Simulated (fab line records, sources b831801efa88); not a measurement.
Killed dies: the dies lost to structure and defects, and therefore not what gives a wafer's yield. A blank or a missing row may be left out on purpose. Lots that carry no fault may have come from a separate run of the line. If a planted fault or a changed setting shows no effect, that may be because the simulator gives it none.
Struck lot and sound lot, side by side + flow gf180mcu + 43 steps out of a route of 602
Sound: these wafers, L306.2, L306.4, L306.5. Wafers L319.3, L319.4, L319.5 were the ones struck. At the end, the cause is stated.
Per side, at each step with rows, come the tool, then ch with its chambers, and then its first start. Under that, the readings that differ: sound wafers + struck wafers + difference of the means + sigmas: that difference in standard deviations of wafers without a fault.
alike: readings with means less than 2 such deviations apart, plus words and numbers identical on both sides. not compared: withheld readings, readings lacking a value on some wafer, bounds such as >300 that could conceal the same value, and numbers that have no deviation in the record and whose values overlap.
The two part at a step that has a row with sigmas, a row that says differs or no value, or rows on one side only. Non-overlapping numbers with no deviation appear without sigmas and do not part them. Lack of a reading on every wafer of one side parts them only where that side has two or more wafers.

first, 1 step without rows for these wafers: GF_V3_ETCH_17 (etches SiO2 in C4F8/O2/Ar, stops on TiN, target depth 635 nm).
GF_V3_STRIP_18: strips in O2/N2.
  sound on plasmaAsher-02 ch 0,1, day 23 12:23; struck on plasmaAsher-02 ch 0,1, day 27 18:25
  alike: drypumpMotorCurrentA, heaterPowerW, n2FlowSccm, oesProductAu
  not compared: rfHoursCounterH
then, 2 steps without rows for these wafers: GF_V3_STRIP_19 (strips in post etch residue remover, time 1200 s); GF_V3_CLEAN_20 (cleans in DIW).
GF_V3_SPUTTER_21: material Ti, target thk 15 nm, time 80.02 s.
  struck on pvdSputter-01, day 27 19:16; sound on pvdSputter-02, day 23 13:26
  alike: cathodeDcPowerW, throttleValvePct
then, 2 steps without rows for these wafers: GF_V3_SPUTTER_22 (material TiN, target thk 10 nm, time 40 s); GF_V3_CVD_23 (deposits W, target thk 350 nm, time 104.9 s).
GF_V3_RS_MEAS_24: measures by four-point-probe.
  struck on filmMetro-02, day 27 19:31; sound on filmMetro-04, day 23 13:40
  alike: V3_W_RS
GF_V3_THK_MEAS_25: measures by xrf.
  struck on filmMetro-02, day 27 19:37; sound on filmMetro-04, day 23 13:46
  alike: V3_W_THK
then, 1 step without rows for these wafers: GF_V3_CMP_26 (polishes, stops on SiO2, t overpolish 15 s, target thk 0 nm).
GF_M4_SPUTTER_00: material Ti, target thk 37.5 nm, time 150 s.
  struck on pvdSputter-03, day 27 19:58; sound on pvdSputter-04, day 23 14:07
  alike: cathodeDcPowerW, throttleValvePct
then, 1 step without rows for these wafers: GF_M4_SPUTTER_01 (material TiN, target thk 30 nm, time 25 s).
GF_M4_SPUTTER_02: material AlCu, target thk 450 nm, time 23.9 s.
  struck on pvdSputter-03, day 27 20:05; sound on pvdSputter-04, day 23 14:15
  alike: cathodeDcPowerW, throttleValvePct
GF_M4_SPUTTER_03: material Ti, target thk 10 nm, time 6.7 s.
  struck on pvdSputter-03, day 27 20:07; sound on pvdSputter-04, day 23 14:17
  alike: cathodeDcPowerW, throttleValvePct
then, 1 step without rows for these wafers: GF_M4_SPUTTER_04 (material TiN, target thk 50 nm, time 41.7 s).
GF_M4_RS_MEAS_05: measures by four-point-probe.
  struck on filmMetro-03, day 27 20:13; sound on filmMetro-03, day 23 14:22
  alike: M4_ALCU_RS
GF_M4_THK_MEAS_06: measures by xrf.
  struck on filmMetro-03, day 27 20:19; sound on filmMetro-03, day 23 14:28
  alike: M4_ALCU_THK
then, 7 steps without rows for these wafers: GF_M4_DEHYDRATE_07 (time 60 s); GF_M4_HMDS_08 (prime time 60 s); GF_M4_COAT_09 (resist thk 1000 nm); GF_M4_SOFTBAKE_10 (time 60 s); GF_M4_EXPOSE_11 (exposes mask Metal4, target cd 280 nm); GF_M4_PEB_12 (peb time 90 s); GF_M4_DEVELOP_13 (develop time 60 s).
GF_M4_CD_MEAS_14: the cd target is 280 nm.
  struck on cdSem-02, day 28 15:47; sound on cdSem-02, day 24 12:22
  alike: cdNm
GF_M4_OVL_MEAS_15:
  struck on overlay-01, day 28 15:53; sound on overlay-01, day 24 12:28
  alike: M4_OVL
then, 5 steps without rows for these wafers: GF_M4_METAL_ETCH_16 (etches the open film in Cl2/BCl3, stops on SiO2, target depth 627.5 nm, time 104.6 s); GF_M4_STRIP_17 (strips in O2/N2); GF_M4_STRIP_18 (strips in post etch residue remover, time 1200 s); GF_M4_CLEAN_19 (cleans in DIW); GF_V4_CVD_00 (deposits SiO2, target thk 600 nm, time 100 s).
GF_V4_THK_MEAS_01:
  struck on filmMetro-01, day 28 16:46; sound on filmMetro-02, day 24 13:14
  alike: V4_CVD_00_THK
GF_V4_CVD_02: deposits SiO2 from TEOS, target thk 850 nm, time 94.851 s.
  sound on pecvd-04 ch 0,1, day 24 13:17; struck on pecvd-03 ch 0,1,2, day 28 16:48
  alike: heaterPowerW
GF_V4_THK_MEAS_03:
  struck on filmMetro-04, day 28 16:53; sound on filmMetro-01, day 24 13:22
  alike: V4_CVD_02_THK
then, 1 step without rows for these wafers: GF_V4_CMP_04 (polishes SiO2).
GF_V4_BOW_MEAS_05:
  struck on filmMetro-04, day 28 17:35; sound on filmMetro-02, day 24 13:47
  alike: V4_BOW
then, 6 steps without rows for these wafers: GF_V4_DEHYDRATE_06 (time 60 s); GF_V4_HMDS_07 (prime time 60 s); GF_V4_COAT_08; GF_V4_COAT_09 (resist thk 1000 nm); GF_V4_SOFTBAKE_10 (time 60 s); GF_V4_EXPOSE_11 (exposes mask Via4, target cd 260 nm).
-- the record jumps here: 5 days lie between the struck wafers' starts before and after (it left off in module V4 and takes up again in module PASSIVATION, whose first step shown is number 602 of the route) --
GF_PASSIVATION_PROBE_99:
  only the struck wafers here have rows in the record (prober-01, day 33 12:22); the sound ones have none

WHERE THEY PART
Within this record, at GF_PASSIVATION_PROBE_99 only.

WHY: the cause the simulator had injected
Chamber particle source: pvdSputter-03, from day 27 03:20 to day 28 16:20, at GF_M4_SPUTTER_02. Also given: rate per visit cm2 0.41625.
